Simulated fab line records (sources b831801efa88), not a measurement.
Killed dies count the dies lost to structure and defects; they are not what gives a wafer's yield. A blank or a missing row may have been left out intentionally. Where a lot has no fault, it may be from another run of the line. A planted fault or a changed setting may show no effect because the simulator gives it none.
A struck lot beside a sound one :: flow sfq line :: 15 steps out of a route of 325
Sound: the wafers L605.3, L605.5, L605.6. Struck: wafers L608.4, L608.5. (L608.1 of the same lot was not struck and is left out.) The cause comes at the end.
At each step with rows: each side's tool, then ch and its chambers, then its first start. Under that, the readings that differ: sound wafers :: struck wafers :: difference of the means :: sigmas: that difference in standard deviations of wafers without a fault.
alike: a reading whose means differ by less than 2 such deviations, as well as words and numbers matching on both sides. not compared: withheld readings; readings where some wafer has no value; bounds like >300 that might hide an equal value; numbers whose values overlap and for which the record gives no deviation.
A row with sigmas, a row that says differs or no value, or rows on one side alone: a step with any of these is where the two part. Numbers that don't overlap but have no deviation are shown without sigmas and don't part them. A reading that every wafer of one side lacks parts them only if that side has two wafers or more.

SFQ_TRILAYER_I7_VIA_STRIP_STRIP_191: strips in O2.
  sound on rie metal-04 ch 0,1, day 85 16:08; struck on rie metal-03 ch 0,1, day 86 19:37
  alike: drypump motor current A, he backside leak sccm, oes product au
  not compared: rf hours counter h
then, 8 steps without rows for these wafers: SFQ_TRILAYER_I7_VIA_STRIP_SOLV_CLEAN_192 (cleans in NMP, time 600 s); SFQ_TRILAYER_M8_LITHO_LOR_COAT_197; SFQ_TRILAYER_M8_LITHO_LOR_BAKE_198; SFQ_TRILAYER_M8_LITHO_COAT_193 (resist thk 600 nm); SFQ_TRILAYER_M8_LITHO_SOFTBAKE_199; SFQ_TRILAYER_M8_LITHO_EXPOSE_194 (exposes mask M8, target cd 2000 nm); SFQ_TRILAYER_M8_LITHO_PEB_196 (peb time 60 s); SFQ_TRILAYER_M8_LITHO_DEVELOP_195 (img clear 15 s, time 55 s).
SFQ_M8_OVL_MEAS_948:
  sound: overlay-02 at day 85 20:37; struck: overlay-02 at day 86 23:11
  alike: M8_OVL
then, 2 steps without rows for these wafers: SFQ_TRILAYER_M8_DEP_EVAP_197 (material Ti, target thk 20 nm, time 100 s); SFQ_TRILAYER_M8_DEP_EVAP_198 (material Pt, target thk 50 nm, time 250 s).
SFQ_TRILAYER_M8_DEP_EVAP_196: material Au, target thk 180 nm, time 900 s.
  sound: pvd sputter-02 at day 85 20:52; struck: pvd sputter-01 at day 86 23:27
reading: model.Au_of_TRILAYER_M8_DEP_EVAP_196.thk nm (nm)
sound: 181.4 184.4 178.9
struck: 217.3 215.4
difference: +34.8
sigmas: 
SFQ_M8_RS_MEAS_949: uses a four-point probe to measure.
  sound: film metro-01 at day 85 21:25; struck: film metro-02 at day 87 00:15
reading: M8_AU_RS (ohm/sq)
sound: 0.1528 0.1503 0.1550
struck: 0.1269 0.1280
difference: -0.0252
sigmas: -12
  not compared: hold
SFQ_M8_THK_MEAS_950: measures by xrf.
  sound: film metro-01 at day 85 21:31; struck: film metro-02 at day 87 03:23
reading: M8_AU_THK (nm)
sound: 180.9 183.1 179.1
struck: 218.0 215.0
difference: +35.5
sigmas: +14
  not compared: hold

## WHERE THEY PART
First at SFQ_M8_RS_MEAS_949; last, within this record, at SFQ_M8_THK_MEAS_950.

WHY: the cause the simulator had injected
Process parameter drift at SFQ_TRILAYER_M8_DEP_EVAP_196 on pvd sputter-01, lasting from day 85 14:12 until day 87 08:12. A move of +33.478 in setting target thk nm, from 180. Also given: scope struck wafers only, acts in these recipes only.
